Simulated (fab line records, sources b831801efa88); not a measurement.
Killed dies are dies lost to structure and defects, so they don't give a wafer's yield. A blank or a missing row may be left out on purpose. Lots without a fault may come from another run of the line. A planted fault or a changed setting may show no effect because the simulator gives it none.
Chamber matching | flow sky130 | SKY_FIELD_ISO_ETCH_17 on rie_si-02: 4 sister chambers
The step etches Si in HBr/Cl2/O2, target depth 342 nm, time 97.7 s. 4 wafers are shown with their chamber, then 10 later ones without.

WAFERS WITH THEIR CHAMBER
wafer  | chamber | oes_product_au (a.u.)
L241.6 | 2       | 0.991
L244.6 | 3       | 0.992
L247.3 | 0       | 0.997
L247.4 | 1       | 0.981

WAFERS WITHOUT THEIR CHAMBER
wafer  | oes_product_au (a.u.)
L247.5 | 0.992
L252.1 | 0.980
L252.3 | 1.006
L252.5 | 0.990
L255.1 | 0.994
L255.5 | 1.002
L255.6 | 1.009
L257.1 | 1.015
L257.4 | 1.001
L257.6 | 1.010

WHICH CHAMBER EACH WENT THROUGH
wafer  | from the rows above               | in truth
L247.5 | can't be placed: 3 or 2 or 0 or 1 | 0
L252.1 | can't be placed: 1 or 2 or 3 or 0 | 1
L252.3 | can't be placed: 0 or 3 or 2 or 1 | 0
L252.5 | can't be placed: 2 or 3 or 0 or 1 | 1
L255.1 | can't be placed: 3 or 0 or 2 or 1 | 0
L255.5 | can't be placed: 0 or 3 or 2 or 1 | 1
L255.6 | can't be placed: 0 or 3 or 2 or 1 | 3
L257.1 | can't be placed: 0 or 3 or 2 or 1 | 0
L257.4 | can't be placed: 0 or 3 or 2 or 1 | 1
L257.6 | can't be placed: 0 or 3 or 2 or 1 | 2
Placed correctly: 0 of 10. Can't be placed from these rows: 10 (the true chamber is among the candidates in 10). Placed wrongly: 0.
How it was worked out, from the rows above alone: a wafer's distance from a chamber is the root of the sum, over the readings, of the square of ((its reading less the chamber's mean) divided by the reading's scatter). The wafer belongs to the nearest chamber; if the next one is less than 2 further off, it can't be placed. A chamber's mean is the mean of its shown wafers. The scatter: with one shown wafer a chamber, the root of the mean of the squares of how far each hidden wafer lies from its nearest shown one.
